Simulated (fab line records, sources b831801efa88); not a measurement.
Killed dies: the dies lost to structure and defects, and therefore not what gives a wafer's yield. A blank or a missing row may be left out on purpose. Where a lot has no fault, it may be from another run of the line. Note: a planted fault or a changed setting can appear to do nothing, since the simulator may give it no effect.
Which tool is to blame? || flow sky130 || 14 lots, 41 wafers sampled, at 2 steps of a route of 708

## WHAT THE GAUGES READ, wafer by wafer
SKY_METAL1_OVL_MEAS_16.
{"lot": "L439", "measured": "day 33 06:29", "on": "overlay-02", "METAL1_OVL (nm)": "2 -1 -5"}
{"lot": "L440", "measured": "day 33 08:41", "on": "overlay-02", "METAL1_OVL (nm)": "4 4 2"}
{"lot": "L441", "measured": "day 33 20:38", "on": "overlay-01", "METAL1_OVL (nm)": "-3 2 2"}
{"lot": "L443", "measured": "day 35 02:38", "on": "overlay-02", "METAL1_OVL (nm)": "2 6 1"}
{"lot": "L444", "measured": "day 35 04:50", "on": "overlay-01", "METAL1_OVL (nm)": "10 5 10"}
{"lot": "L445", "measured": "day 35 06:48", "on": "overlay-02", "METAL1_OVL (nm)": "1 5 10"}
{"lot": "L447", "measured": "day 36 11:14", "on": "overlay-01", "METAL1_OVL (nm)": "4 1 5"}
{"lot": "L448", "measured": "day 36 14:35", "on": "overlay-01", "METAL1_OVL (nm)": "9 13 10"}
{"lot": "L451", "measured": "day 37 11:05", "on": "overlay-02", "METAL1_OVL (nm)": "0 3"}
{"lot": "L455", "measured": "day 38 16:45", "on": "overlay-01", "METAL1_OVL (nm)": "10 2 3"}
{"lot": "L457", "measured": "day 38 19:27", "on": "overlay-01", "METAL1_OVL (nm)": "7 -2 1"}
{"lot": "L460", "measured": "day 39 21:50", "on": "overlay-02", "METAL1_OVL (nm)": "7 0 10"}
{"lot": "L459", "measured": "day 39 22:11", "on": "overlay-01", "METAL1_OVL (nm)": "11 7 3"}
{"lot": "L461", "measured": "day 40 00:48", "on": "overlay-02", "METAL1_OVL (nm)": "4 1 2"}

## WHAT TOOL EACH LOT RAN ON (gives the tool, then ch and the chambers of the sampled wafers, and finally the start)
{"lot": "L439", "SKY_METAL1_SPUTTER_01": "pvd sputter-04, day 32 04:01"}
{"lot": "L440", "SKY_METAL1_SPUTTER_01": "pvd sputter-03, day 32 06:04"}
{"lot": "L441", "SKY_METAL1_SPUTTER_01": "pvd sputter-04, day 32 17:40"}
{"lot": "L443", "SKY_METAL1_SPUTTER_01": "pvd sputter-02, day 33 23:37"}
{"lot": "L444", "SKY_METAL1_SPUTTER_01": "pvd sputter-03, day 34 01:52"}
{"lot": "L445", "SKY_METAL1_SPUTTER_01": "pvd sputter-04, day 34 04:17"}
{"lot": "L447", "SKY_METAL1_SPUTTER_01": "pvd sputter-04, day 35 08:56"}
{"lot": "L448", "SKY_METAL1_SPUTTER_01": "pvd sputter-02, day 35 11:49"}
{"lot": "L451", "SKY_METAL1_SPUTTER_01": "pvd sputter-03, day 36 08:55"}
{"lot": "L455", "SKY_METAL1_SPUTTER_01": "pvd sputter-04, day 37 14:47"}
{"lot": "L457", "SKY_METAL1_SPUTTER_01": "pvd sputter-04, day 37 17:41"}
{"lot": "L460", "SKY_METAL1_SPUTTER_01": "pvd sputter-03, day 38 20:46"}
{"lot": "L459", "SKY_METAL1_SPUTTER_01": "pvd sputter-02, day 38 21:04"}
{"lot": "L461", "SKY_METAL1_SPUTTER_01": "pvd sputter-02, day 38 23:42"}
- SKY_METAL1_SPUTTER_01: material TiN, target thk 20 nm, time 16.7 s.

## WHAT THE TOOLS THEMSELVES READ (means of the sampled wafers that have a number; where no wafer has one, the mark that the record gives instead)
SKY_METAL1_SPUTTER_01.
{"lot": "L439", "tool": "pvd sputter-04", "throttle valve pct (%)": 29.7}
{"lot": "L440", "tool": "pvd sputter-03", "throttle valve pct (%)": 29.3}
{"lot": "L441", "tool": "pvd sputter-04", "throttle valve pct (%)": 29.5}
{"lot": "L443", "tool": "pvd sputter-02", "throttle valve pct (%)": 30.1}
{"lot": "L444", "tool": "pvd sputter-03", "throttle valve pct (%)": 29.5}
{"lot": "L445", "tool": "pvd sputter-04", "throttle valve pct (%)": 30.2}
{"lot": "L447", "tool": "pvd sputter-04", "throttle valve pct (%)": 29.8}
{"lot": "L448", "tool": "pvd sputter-02", "throttle valve pct (%)": 30.4}
{"lot": "L451", "tool": "pvd sputter-03", "throttle valve pct (%)": 29.5}
{"lot": "L455", "tool": "pvd sputter-04", "throttle valve pct (%)": 29.6}
{"lot": "L457", "tool": "pvd sputter-04", "throttle valve pct (%)": 29.9}
{"lot": "L460", "tool": "pvd sputter-03", "throttle valve pct (%)": 29.2}
{"lot": "L459", "tool": "pvd sputter-02", "throttle valve pct (%)": 30.2}
{"lot": "L461", "tool": "pvd sputter-02", "throttle valve pct (%)": 29.9}

## THE ANSWER, worked out from the rows above alone
Rule: usual is defined by the lots themselves. The widest of any qualifying gaps counts: lots, ordered by their means at a reading, are off when they make up no more than a third of the lots, leave a main group of 4 or more, and stand apart from it by 3 or more times the standard deviation of that group's means. A main group is skipped when, at the precision printed for the reading in the tables above, its means are all equal. A lot without any number at a reading at which 4 lots or more have one is off too. All remaining lots with rows at the step are treated as sound. After the gauges, taken in route order, come the tools' own readings; for these a lot's mean is taken, as printed above. The first step at which some lot is off is used, and at that step the reading that is off furthest; a lot without a number counts as furthest.
No lot is off at any reading shown: from this, nothing can be told.

## WHAT THE SIMULATOR HAD INSERTED
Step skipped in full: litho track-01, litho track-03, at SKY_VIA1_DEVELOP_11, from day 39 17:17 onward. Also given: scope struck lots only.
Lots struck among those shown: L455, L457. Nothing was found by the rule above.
